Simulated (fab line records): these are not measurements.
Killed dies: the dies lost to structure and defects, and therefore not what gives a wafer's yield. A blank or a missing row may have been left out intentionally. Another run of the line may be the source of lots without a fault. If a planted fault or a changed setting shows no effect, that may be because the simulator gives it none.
What tool caused it? -- flow gf180mcu -- 12 lots with 36 wafers sampled at 6 steps, on a route of 602 steps

== WHAT EACH GAUGE READ, for each wafer ==
GF_STI_THK_MEAS_22.
lot,measured,on,STI_OXIDATION_01_THK (nm)
L145,day 2 03:40,film_metro-02,15.16 15.42 15.30
L147,day 2 13:39,film_metro-03,15.46 15.03 15.45
L148,day 2 20:23,film_metro-03,15.33 15.05 15.43
L149,day 3 00:24,film_metro-02,15.13 15.21 14.96
L150,day 3 05:30,film_metro-03,15.55 15.50 15.55
L151,day 3 11:22,film_metro-02,15.89 15.85 15.85
L159,day 5 03:55,film_metro-03,15.28 15.31 15.00
L161,day 5 14:25,film_metro-03,15.14 14.92 14.87
L162,day 5 19:58,film_metro-02,15.21 15.09 15.11
L165,day 6 12:20,film_metro-03,14.41 14.72 14.67
L166,day 6 15:00,film_metro-01,15.09 14.90 14.94
L168,day 7 01:35,film_metro-03,15.29 15.17 15.12

GF_MVPSD_OVL_MEAS_07.
lot,measured,on,MVPSD_OVL (nm)
L145,day 4 23:12,overlay-02,-0.7 -2.0 -1.4
L147,day 5 14:42,overlay-02,1.4 0.9 0.1
L148,day 5 20:37,overlay-01,2.9 2.5 1.7
L149,day 6 00:42,overlay-01,-1.2 -1.2 -0.8
L150,day 6 04:17,overlay-01,1.4 0.8 1.1
L151,day 6 12:20,overlay-02,-3.5 -4.1 -3.6
L159,day 8 15:10,overlay-01,1.3 2.3 2.1
L161,day 9 00:50,overlay-02,-3.1 -3.2 -1.8
L162,day 9 07:44,overlay-02,-2.3 -0.3 -0.9
L165,day 10 00:17,overlay-01,1.1 0.5 0.3
L166,day 10 04:02,overlay-01,-3.1 -0.6 -3.4
L168,day 10 16:41,overlay-01,-0.4 -2.3 -0.9

GF_VT_IMPLANT_RS_MEAS_47: the measuring method here is four-point-probe.
lot,measured,on,NWELL_RS (ohm/sq)
L145,day 7 13:17,film_metro-04,485.6 486.8 486.6
L147,day 8 05:54,film_metro-02,490.1 489.6 489.7
L148,day 8 12:46,film_metro-02,498.4 499.9 496.9 499.2 500.9 498.0
L149,day 8 15:28,film_metro-04,499.3 498.3 496.3 498.9 497.2 497.6
L150,day 8 21:34,film_metro-02,488.9 490.0 491.3
L151,day 9 06:34,film_metro-04,496.8 496.4 499.0 497.9 496.9 497.8
L159,day 11 13:10,film_metro-01,488.6 489.9 488.4
L161,day 11 23:50,film_metro-02,490.5 490.0 489.8
L162,day 12 07:03,film_metro-02,489.7 489.0 489.0
L165,day 13 03:44,film_metro-04,488.8 487.6 487.1
L166,day 13 09:05,film_metro-01,488.2 488.7 487.7
L168,day 13 23:22,film_metro-02,489.1 489.1 487.8

GF_VT_IMPLANT_RS_MEAS_48: the measuring method here is four-point-probe.
lot,measured,on,LVPWELL_RS (ohm/sq)
L145,day 7 13:25,film_metro-04,1194.3 1197.1 1197.7
L147,day 8 06:01,film_metro-02,1198.3 1196.5 1198.3
L148,day 8 16:16,film_metro-02,1200.7 1200.8 1200.3
L149,day 8 19:13,film_metro-04,1198.2 1203.2 1200.7
L150,day 8 21:41,film_metro-02,1203.3 1200.5 1203.7
L151,day 9 11:45,film_metro-04,1194.0 1198.4 1197.7
L159,day 11 13:17,film_metro-01,1194.2 1196.5 1198.5
L161,day 11 23:58,film_metro-02,1199.3 1200.7 1198.1
L162,day 12 07:10,film_metro-02,1196.5 1199.5 1200.3
L165,day 13 03:52,film_metro-04,1202.4 1199.4 1199.0
L166,day 13 09:13,film_metro-01,1194.0 1193.1 1191.9
L168,day 13 23:29,film_metro-02,1199.7 1197.3 1198.7

== WHAT TOOL EACH LOT RAN ON (gives the tool, then ch and the chambers of the sampled wafers, and finally the start) ==
lot,GF_STI_CMP_25,GF_NWELL_IMPLANT_08
L145,"cmp-02 ch 1,2,3, day 2 03:59","implanter-02 ch 0, day 3 07:22"
L147,"cmp-02 ch 1,2,3, day 2 13:50","implanter-02 ch 0, day 3 21:13"
L148,"cmp-01 ch 2,3, day 2 20:33","implanter-02 ch 0, day 4 01:17"
L149,"cmp-01 ch 0,1,2, day 3 00:40","implanter-02 ch 0, day 4 05:45"
L150,"cmp-02 ch 0,1,2, day 3 05:50","implanter-03 ch 0, day 4 10:15"
L151,"cmp-01 ch 1,3, day 3 11:37","implanter-02 ch 0, day 4 16:09"
L159,"cmp-02 ch 0,1,2, day 5 04:07","implanter-03 ch 0, day 6 13:30"
L161,"cmp-01 ch 1,2,3, day 5 14:38","implanter-04 ch 0, day 6 23:02"
L162,"cmp-01 ch 1,2,3, day 5 20:10","implanter-03 ch 0, day 7 05:50"
L165,"cmp-02 ch 1,2,3, day 6 12:35","implanter-02 ch 0, day 7 22:25"
L166,"cmp-02 ch 2,3, day 6 15:11","implanter-04 ch 0, day 8 02:00"
L168,"cmp-02 ch 1,2,3, day 7 01:50","implanter-02 ch 0, day 8 13:11"
- GF_STI_CMP_25: polishes, stops on Si3N4, t overpolish 33 s, target thk 524.6 nm.
- GF_NWELL_IMPLANT_08

== WHAT THE TOOLS THEMSELVES READ (means of the sampled wafers that have a number; where no wafer has one, the mark that the record gives instead) ==
GF_STI_CMP_25.
lot,tool,motor_current_A (A),overpolish_run_s (s),time_to_endpoint_s (s)
L145,cmp-02,11.7,33.011,126
L147,cmp-02,11.6,33.007,129
L148,cmp-01,11.8,33.002,121
L149,cmp-01,11.7,33.007,127
L150,cmp-02,11.8,32.995,123
L151,cmp-01,11.3,33.005,125
L159,cmp-02,11.4,32.998,128
L161,cmp-01,12.1,33.002,116
L162,cmp-01,11.6,32.992,115
L165,cmp-02,11.7,32.997,121
L166,cmp-02,11.7,32.996,123
L168,cmp-02,11.7,33.004,120

GF_NWELL_IMPLANT_08.
lot,tool,beam_energy_keV
L145,implanter-02,450.18
L147,implanter-02,449.99
L148,implanter-02,403.20
L149,implanter-02,402.95
L150,implanter-03,449.85
L151,implanter-02,403.04
L159,implanter-03,450.13
L161,implanter-04,450.06
L162,implanter-03,449.94
L165,implanter-02,449.92
L166,implanter-04,450.05
L168,implanter-02,450.01

== THE ANSWER, worked out from the rows above alone ==
Rule: what is usual is taken from the lots themselves. Put in order of their means at a reading, lots are off if they are a third of the lots or fewer, leave a main group of 4 or more, and stand apart from it by a gap of 3 or more times the standard deviation of the main group's means; of several such gaps the widest counts. Not used: any main group whose means are identical at the precision the tables above print for the reading. A lot without any number at a reading at which 4 lots or more have one is off too. All remaining lots with rows at the step are treated as sound. After the gauges, taken in route order, come the tools' own readings; for these a lot's mean is taken, as printed above. The first step at which some lot is off is used, and at that step the reading that is off furthest; a lot without a number counts as furthest.
Off: L148, L149, L151, at GF_VT_IMPLANT_RS_MEAS_47 (NWELL_RS). The main group: mean 488.8 ohm/sq, standard deviation 1.2.
If a tool, at a process step before that reading, ran all the lots that are off and no sound lot after the first of them, it fits. The gauges at GF_VT_IMPLANT_RS_MEAS_47 aren't tried: what is off there is off at GF_NWELL_IMPLANT_08 too, on other tools, and a gauge's error can't cause that. Not one of the candidates tried fits.

== WHAT THE SIMULATOR HAD INSERTED ==
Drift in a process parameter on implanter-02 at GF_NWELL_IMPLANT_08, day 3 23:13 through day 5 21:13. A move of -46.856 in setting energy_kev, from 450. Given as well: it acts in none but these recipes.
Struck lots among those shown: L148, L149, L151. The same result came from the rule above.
